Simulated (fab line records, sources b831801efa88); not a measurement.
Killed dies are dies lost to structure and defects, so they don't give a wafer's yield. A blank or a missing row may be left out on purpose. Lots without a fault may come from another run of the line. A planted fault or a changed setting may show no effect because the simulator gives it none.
Problem report in the 8D (eight disciplines) form, filled by code | flow gf180mcu | the parts of the form that need people (team, actions taken, sign-off) are left out

1. THE PROBLEM
run_length_s at GF_PASSIVATION_CVD_00 reads a mean of 133.8 s on 2 wafers of 2 lots; wafers without a fault read 139.6 s with a standard deviation of 0.61. That is -9.6 standard deviations from the usual mean.
The step: deposits SiO2 from TEOS, target thk 1000 nm, time 111.95 s.
First seen on wafer L351.4, day 33 13:43, on pecvd-04. The record holds 38 wafers of 13 lots with a number at this step. Rule for "out", or "out of limits": more than 4 standard deviations from the usual mean. The other wafers with a number count as sound.

2. WHAT IT IS AND WHAT IT IS NOT
question                    | is                | is not
which readings at this step | run_length_s      | heater_power_w
which lots                  | L351, L352        | L333, L338, L339, L340, L342, L343, L345, L346, L354, L355, L356
which wafers of those lots  | L351.4, L352.4    | L351.2, L352.2, L352.5
read on which tools         | pecvd-04          | pecvd-01, pecvd-03
when                        | from day 33 13:43 | up to then (25 sound wafers); but 11 sound wafers of L352, L354, L355, L356 came after

3. SUSPECTS, AND WHAT RULES EACH OUT
Counting: a tool at a process step up to the reading stays a suspect if it ran every lot that is out. Sound lots after the first of them don't rule it out here, since some wafers of a struck lot are sound.
- pecvd-04 at GF_PASSIVATION_CVD_00 (deposits SiO2 from TEOS, target thk 1000 nm, time 111.95 s): kept. It ran every lot that is out, first L351 (day 33 13:43); its last sound lot up to then is L343 (day 30 17:46). Its own readings are out on those wafers: run_length_s.
- Within pecvd-04 at GF_PASSIVATION_CVD_00: the wafers that are out ran in chamber 0; their sound lot-mates ran in chambers 1, 2.
Left after counting: pecvd-04 at GF_PASSIVATION_CVD_00.

4. THE CAUSE (what the simulator had put in)
Process parameter drift: pecvd-04, from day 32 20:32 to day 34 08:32, at GF_PASSIVATION_CVD_00. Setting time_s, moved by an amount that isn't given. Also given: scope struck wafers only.
Counting left only this tool.

5. THE CHAIN OF EFFECTS, in route order
Each row: a reading whose mean over the struck wafers that have a number lies more than 3 standard deviations from the usual. Only readings for which the record gives a usual standard deviation are gone through. hours: the time from each lot's start at the first step in this table that gives one to its start at this step, as a median over the lots. sigmas: the change in usual standard deviations.
hours | step                       | reading                | usual   | on struck wafers | change | sigmas
0     | GF_PASSIVATION_CVD_00      | run_length_s           | 139.6 s | 133.8            | -5.8   | -9.6
0     | GF_PASSIVATION_THK_MEAS_01 | PASSIVATION_CVD_00_THK | 997 nm  | 957              | -40    | -3.1
The process steps in it:
- GF_PASSIVATION_CVD_00: deposits SiO2 from TEOS, target thk 1000 nm, time 111.95 s.

6. WHAT WOULD HAVE CAUGHT IT SOONER
In this record the first reading out of limits was taken at day 33 13:43, 17 hours after the fault began at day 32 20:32.
